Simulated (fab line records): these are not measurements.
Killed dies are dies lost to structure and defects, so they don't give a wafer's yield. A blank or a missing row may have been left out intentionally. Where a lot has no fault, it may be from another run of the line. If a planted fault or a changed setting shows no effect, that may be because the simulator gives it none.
The same fault as seen by 2 desks :: flow gf180mcu :: what lay behind the numbers comes last; until then each desk has only its own

## THE TOOL OWNER'S DESK: lithoTrack-03
The tool's own readings at GF_MIM_PEB_17: means of the sampled wafers that have a number, for each lot that ran on this tool. The brackets show how far a lot's mean lies from the usual mean; more than 4 standard deviations puts the lot out of limits, marked OUT.
Columns: A = exhaustPa at GF_MIM_PEB_17, usual 45.0 Pa
lot: L335
first seen here: day 26 03:40
A: 45.3

lot: L337
first seen here: day 26 04:34
A: 46.2

lot: L340
first seen here: day 27 14:13
A: 45.1

lot: L342
first seen here: day 28 07:19
A: 44.9

lot: L343
first seen here: day 28 14:01
A: 45.5

lot: L345
first seen here: day 29 03:35
A: 44.9
This desk's verdict: no lot among the 6 shows anything out of limits.

## AT THE METROLOGY DESK
What the gauges read, lot by lot, whatever tool the lot ran on: means of the sampled wafers that have a number. The brackets show how far a lot's mean lies from the usual mean; more than 4 standard deviations puts the lot out of limits, marked OUT.
Columns: A = MIM_CVD_05_THK at GF_MIM_THK_MEAS_06, usual 42.1 nm
lot: L334
first seen here: day 24 19:53
A: 41.6

lot: L335
first seen here: day 25 06:26
A: 42.0

lot: L337
first seen here: day 25 07:44
A: 41.9

lot: L336
first seen here: day 25 11:28
A: 42.1

lot: L340
first seen here: day 26 17:53
A: 41.8

lot: L341
first seen here: day 26 20:34
A: 42.2

lot: L342
first seen here: day 27 11:43
A: 42.0

lot: L343
first seen here: day 27 18:08
A: 42.2

lot: L344
first seen here: day 27 23:22
A: 41.6

lot: L345
first seen here: day 28 08:22
A: 41.8

lot: L347
first seen here: day 29 01:20
A: 42.3

lot: L348
first seen here: day 29 15:13
A: 42.4

lot: L350
first seen here: day 30 04:20
A: 41.3

lot: L352
first seen here: day 30 13:08
A: 42.2
This desk's verdict: no lot among the 14 shows anything out of limits.

## PUT TOGETHER
The tool owner's desk saw nothing out of limits.
Nothing out of limits was seen by the metrology desk.

## WHAT THE SIMULATOR HAD INSERTED
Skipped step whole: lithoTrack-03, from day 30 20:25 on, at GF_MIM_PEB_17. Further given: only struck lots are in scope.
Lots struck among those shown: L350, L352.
